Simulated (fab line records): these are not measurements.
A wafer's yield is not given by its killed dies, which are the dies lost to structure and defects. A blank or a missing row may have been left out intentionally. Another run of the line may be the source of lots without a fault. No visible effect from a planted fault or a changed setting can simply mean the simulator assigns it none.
A struck lot beside a sound one    flow sky130    22 steps out of a route of 708
Sound: wafers L215.2, L215.3, L215.4. Wafers struck: L216.1, L216.4, L216.6. At the end, the cause is stated.
For every step that has rows: the tool of each side, followed by ch and its chambers, followed by its first start. Under that, the readings that differ: sound wafers    struck wafers    difference of the means    sigmas: that difference in standard deviations of wafers without a fault.
alike: a reading whose means differ by less than 2 such deviations, as well as words and numbers matching on both sides. not compared: withheld readings; readings where some wafer has no value; bounds like >300 that might hide an equal value; numbers whose values overlap and for which the record gives no deviation.
The two part at a step that has a row with sigmas, a row that says differs or no value, or rows on one side only. When numbers do not overlap yet have no deviation, they are printed without sigmas and do not part them. A reading that every wafer of one side lacks parts them only if that side has two wafers or more.

first, 6 steps without rows for these wafers: SKY_LDD_HVN_HMDS_01 (prime time 60 s); SKY_LDD_HVN_COAT_02 (resist thk 300 nm); SKY_LDD_HVN_SOFTBAKE_03 (time 60 s); SKY_LDD_HVN_EXPOSE_04 (exposes mask HVNTM, target cd 700 nm); SKY_LDD_HVN_PEB_05; SKY_LDD_HVN_DEVELOP_06 (develop time 60 s).
SKY_LDD_HVN_OVL_MEAS_07:
  sound on overlay-02 at day 23 10:35; struck on overlay-02 at day 23 11:29
  alike: LDD_HVN_OVL
next, for these wafers, 1 step has no rows: SKY_LDD_HVN_IMPLANT_08.
SKY_LDD_HVN_STRIP_09: strips in O2/N2.
  sound on plasmaAsher-04 ch 0,1, day 23 10:46; struck on plasmaAsher-03 ch 0,1, day 23 11:40
  alike: drypumpMotorCurrentA, oesProductAu, stripTimeToEndpointS
  not compared: rfHoursCounterH
SKY_LDD_HVN_TW_MEAS_10:
  sound on filmMetro-02 at day 23 10:53; struck on filmMetro-04 at day 23 11:46
  alike: LDD_HVN_TW
then, 2 steps without rows for these wafers: SKY_LDD_HVP_DEHYDRATE_00 (time 60 s); SKY_LDD_HVP_HMDS_01 (prime time 60 s).
SKY_LDD_HVP_COAT_02: resist thk 300 nm.
  sound on lithoTrack-03 ch 0, day 24 01:40; struck on lithoTrack-03 ch 0, day 24 02:50
reading                                      sound                 struck                difference  sigmas
spinSpeedRpm (rpm)                           2997.8 3000.2 3001.4  2945.0 2946.8 2945.7  -54.0       -30
model.NOVOLAK_of_LDD_HVP_COAT_02.thkNm (nm)  301.2 301.8 301.4     303.2 303.2 302.2     +1.4        
then, 3 steps without rows for these wafers: SKY_LDD_HVP_SOFTBAKE_03 (time 60 s); SKY_LDD_HVP_EXPOSE_04 (exposes mask HVPTM, target cd 700 nm); SKY_LDD_HVP_PEB_05.
SKY_LDD_HVP_DEVELOP_06: develop time 60 s.
  sound on lithoTrack-01 ch 0, day 24 17:00; struck on lithoTrack-03 ch 0, day 24 17:47
reading                                      sound            struck             difference  sigmas
model.NOVOLAK_of_LDD_HVP_COAT_02.thkNm (nm)  300.8 301.4 301  302.8 302.8 301.8  +1.4        
SKY_LDD_HVP_OVL_MEAS_07:
  sound on overlay-01 at day 24 17:08; struck on overlay-01 at day 24 17:56
  alike: LDD_HVP_OVL
next, for these wafers, 1 step has no rows: SKY_LDD_HVP_IMPLANT_08.
SKY_LDD_HVP_STRIP_09: strips in O2/N2.
  sound on plasmaAsher-04 ch 0,1, day 24 17:19; struck on plasmaAsher-03 ch 0,1, day 24 18:07
reading                   sound              struck             difference  sigmas
stripTimeToEndpointS (s)  4.139 4.142 4.164  4.190 4.186 4.166  +0.032      +2
  alike: drypumpMotorCurrentA, oesProductAu
  not compared: rfHoursCounterH
SKY_LDD_HVP_TW_MEAS_10:
  sound on filmMetro-03 at day 24 17:26; struck on filmMetro-03 at day 24 18:13
  alike: LDD_HVP_TW
next, for these wafers, 1 step has no rows: SKY_PAD_OPEN_PROBE_99.

## WHERE THEY PART
Last at SKY_LDD_HVP_STRIP_09 as far as this record goes, first at SKY_LDD_HVP_COAT_02. Later steps at which nothing parts them and some readings are alike: SKY_LDD_HVP_TW_MEAS_10.

WHY: whatever the simulator had introduced
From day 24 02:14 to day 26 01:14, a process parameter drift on lithoTrack-03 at SKY_LDD_HVP_COAT_02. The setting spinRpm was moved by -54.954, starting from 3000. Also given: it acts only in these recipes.
